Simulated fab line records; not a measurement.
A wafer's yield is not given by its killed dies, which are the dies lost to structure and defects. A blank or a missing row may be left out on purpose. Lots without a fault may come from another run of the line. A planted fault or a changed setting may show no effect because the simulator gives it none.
Which tool was responsible? + flow sky130 + Sampling: 13 lots, 39 wafers, 6 of 708 route steps

## WHAT THE GAUGES SHOWED, per wafer
SKY_FIELD_ISO_THK_MEAS_04.
| lot  | measured    | on            | FIELD_ISO_CVD_03_THK (nm) |
|------|-------------|---------------|---------------------------|
| L791 | day 1 13:32 | film_metro-01 | 163.9 163.4 164.7         |
| L792 | day 1 21:31 | film_metro-01 | 166.7 168.0 166.8         |
| L793 | day 2 00:20 | film_metro-02 | 164.4 163.8 164.5         |
| L795 | day 2 12:53 | film_metro-04 | 165.0 165.0 165.9         |
| L797 | day 2 21:39 | film_metro-01 | 163.1 164.2 163.5         |
| L798 | day 3 02:14 | film_metro-04 | 162.7 162.4 162.3         |
| L800 | day 3 12:10 | film_metro-02 | 165.2 166.2 165.0         |
| L801 | day 3 17:00 | film_metro-02 | 164.1 163.2 163.6         |
| L802 | day 4 00:10 | film_metro-02 | 163.0 163.9 165.5         |
| L803 | day 4 03:56 | film_metro-04 | 164.1 162.7 163.5         |
| L804 | day 4 09:12 | film_metro-02 | 162.3 163.7 164.1         |
| L805 | day 4 14:09 | film_metro-02 | 161.7 159.8 160.5         |
| L813 | day 6 05:17 | film_metro-01 | 164.1 164.8 162.2         |

SKY_FIELD_ISO_THK_MEAS_25.
| lot  | measured    | on            | FIELD_ISO_CVD_24_THK (nm) |
|------|-------------|---------------|---------------------------|
| L791 | day 2 06:01 | film_metro-02 | 603 604 607               |
| L792 | day 2 14:25 | film_metro-01 | 599 598 597               |
| L793 | day 2 17:43 | film_metro-02 | 602 598 607               |
| L795 | day 3 06:47 | film_metro-04 | 592 593 591               |
| L797 | day 3 16:28 | film_metro-04 | 596 594 593               |
| L798 | day 3 22:14 | film_metro-01 | 598 602 598               |
| L800 | day 4 07:40 | film_metro-04 | 603 602 607               |
| L801 | day 4 10:46 | film_metro-01 | 375 387 374               |
| L802 | day 4 18:58 | film_metro-02 | 382 373 380               |
| L803 | day 4 23:58 | film_metro-02 | 586 593 593               |
| L804 | day 5 05:34 | film_metro-02 | 380 376 380               |
| L805 | day 5 08:59 | film_metro-01 | 583 588 585               |
| L813 | day 7 02:38 | film_metro-04 | 595 597 597               |

SKY_SONOS_ONO_CD_MEAS_13 targets a cd of 410 nm.
| lot  | measured     | on        | cd_nm (nm)        |
|------|--------------|-----------|-------------------|
| L791 | day 12 15:10 | cd_sem-01 | 408.3 408.1 409.3 |
| L792 | day 13 08:19 | cd_sem-02 | 409.8 409.6 408.7 |
| L793 | day 13 16:59 | cd_sem-02 | 409.0 411.9 411.0 |
| L795 | day 14 00:26 | cd_sem-02 | 409.6 411.2 411.7 |
| L797 | day 15 03:53 | cd_sem-01 | 406.9 408.6 409.0 |
| L798 | day 15 11:09 | cd_sem-02 | 410.2 411.5 410.7 |
| L800 | day 15 20:56 | cd_sem-01 | 408.5 410.0 409.9 |
| L803 | day 16 20:59 | cd_sem-02 | 410.8 408.8 409.7 |
| L805 | day 17 10:43 | cd_sem-01 | 410.2 409.1 407.8 |
| L813 | day 19 23:16 | cd_sem-02 | 409.8 408.2 407.3 |

SKY_LOCAL_INTERCONNECT_RS_MEAS_01: uses a four-point probe to measure.
| lot  | measured     | on            | LOCAL_INTERCONNECT_TIN_RS (ohm/sq) |
|------|--------------|---------------|------------------------------------|
| L791 | day 29 10:31 | film_metro-03 | 14.18 14.08 14.11                  |
| L792 | day 30 09:55 | film_metro-04 | 14.12 14.16 14.19                  |
| L793 | day 30 07:13 | film_metro-02 | 14.27 14.35 14.34                  |
| L795 | day 30 17:47 | film_metro-04 | 13.94 13.83 14.01                  |
| L797 | day 31 16:56 | film_metro-04 | 14.07 14.12 14.11                  |
| L798 | day 32 01:15 | film_metro-02 | 14.00 14.13 14.07                  |
| L800 | day 32 04:45 | film_metro-02 | 14.38 14.27 14.35                  |
| L803 | day 33 08:17 | film_metro-04 | 14.02 13.93 14.05                  |
| L805 | day 33 20:32 | film_metro-04 | 14.16 14.31 14.20                  |
| L813 | day 36 01:58 | film_metro-03 | 14.34 14.17 14.26                  |

## TOOL THAT RAN EACH LOT (tool first, then ch and the chambers of the sampled wafers, then the start)
| lot  | SKY_FIELD_ISO_CVD_24            | SKY_FIELD_ISO_CMP_27         |
|------|---------------------------------|------------------------------|
| L791 | hdpcvd-01 ch 0,1,2, day 2 05:57 | cmp-02 ch 2,3, day 2 08:50   |
| L792 | hdpcvd-01 ch 0,2, day 2 14:20   | cmp-01 ch 0,2,3, day 2 16:04 |
| L793 | hdpcvd-01 ch 1,2, day 2 17:38   | cmp-01 ch 0,1, day 2 20:31   |
| L795 | hdpcvd-02 ch 0,1,2, day 3 06:42 | cmp-01 ch 0,2,3, day 3 08:23 |
| L797 | hdpcvd-01 ch 0,1,2, day 3 16:23 | cmp-01 ch 0,1, day 3 19:34   |
| L798 | hdpcvd-02 ch 1,2, day 3 22:09   | cmp-02 ch 1,2,3, day 4 02:10 |
| L800 | hdpcvd-02 ch 0,1,2, day 4 07:36 | cmp-02 ch 2,3, day 4 09:14   |
| L801 | hdpcvd-02 ch 1,2, day 4 10:40   | cmp-02 ch 1,3, day 4 12:22   |
| L802 | hdpcvd-02 ch 0,2, day 4 18:53   | cmp-02 ch 0,2,3, day 4 21:14 |
| L803 | hdpcvd-01 ch 1,2, day 4 23:54   | cmp-02 ch 0,2, day 5 02:01   |
| L804 | hdpcvd-02 ch 1,2, day 5 05:29   | cmp-02 ch 0,3, day 5 07:56   |
| L805 | hdpcvd-01 ch 1,2, day 5 08:53   | cmp-01 ch 1,3, day 5 10:34   |
| L813 | hdpcvd-01 ch 0,1, day 7 02:32   | cmp-01 ch 0,1,3, day 7 04:16 |
- SKY_FIELD_ISO_CVD_24: deposits SiO2, target thk 595 nm, time 99.2 s.
- SKY_FIELD_ISO_CMP_27: polishes, stops on Si3N4, t overpolish 16 s, target thk 457.8 nm.

## WHAT THE TOOLS THEMSELVES READ (means of the sampled wafers that have a number; where no wafer has one, the mark that the record gives instead)
SKY_FIELD_ISO_CMP_27.
| lot  | tool   | edge_zone_pressure_frac | motor_current_A (A) | time_to_endpoint_s (s) |
|------|--------|-------------------------|---------------------|------------------------|
| L791 | cmp-02 | 1.002                   | 11.9                | 116                    |
| L792 | cmp-01 | 0.997                   | 12.0                | 113                    |
| L793 | cmp-01 | 1.003                   | 11.7                | 110                    |
| L795 | cmp-01 | 1.006                   | 11.7                | 105                    |
| L797 | cmp-01 | 1.000                   | 11.1                | 109                    |
| L798 | cmp-02 | 1.001                   | 11.3                | 112                    |
| L800 | cmp-02 | 1.003                   | 11.5                | 115                    |
| L801 | cmp-02 | 1.000                   | 10.6                | 72                     |
| L802 | cmp-02 | 0.998                   | 11.7                | 73                     |
| L803 | cmp-02 | 1.006                   | 12.5                | 112                    |
| L804 | cmp-02 | 0.996                   | 12.3                | 69                     |
| L805 | cmp-01 | 1.002                   | 11.3                | 108                    |
| L813 | cmp-01 | 1.003                   | 11.3                | 112                    |

## THE ANSWER, worked out from the rows above alone
Rule: the lots themselves supply what counts as usual. The widest of any qualifying gaps counts: lots, ordered by their means at a reading, are off when they make up no more than a third of the lots, leave a main group of 4 or more, and stand apart from it by 3 or more times the standard deviation of that group's means. A main group whose means are all the same, to the digits that the tables above print for the reading, isn't used. A lot without any number at a reading at which 4 lots or more have one is off too. Any other lot the step has rows for is counted as sound. First the gauges in route order, then the tools' own readings, where a lot's mean is used as printed above. At the first step where some lot is off, the reading lying furthest off is the one used; lots without a number count as furthest.
Off: L801, L802, L804, at SKY_FIELD_ISO_THK_MEAS_25 (FIELD_ISO_CVD_24_THK). The main group has a mean of 597 nm with a standard deviation of 5.9.
A tool fits if, at a process step before that reading, it ran every lot that is off, and no sound lot after the first of them. The gauges at SKY_FIELD_ISO_THK_MEAS_25 aren't tried: what is off there is off at SKY_FIELD_ISO_CMP_27 too, on other tools, and a gauge's error can't cause that. One fits: hdpcvd-02 at SKY_FIELD_ISO_CVD_24. A fault onset in the window from L800 (day 4 07:36, its last sound lot) to L801 (day 4 10:40, its first lot off) fits.

## WHAT THE SIMULATOR HAD PUT IN
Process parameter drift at SKY_FIELD_ISO_CVD_24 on hdpcvd-02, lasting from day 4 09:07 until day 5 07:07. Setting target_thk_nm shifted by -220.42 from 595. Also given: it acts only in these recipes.
Struck lots among those shown: L801, L802, L804. Same finding as the rule above.
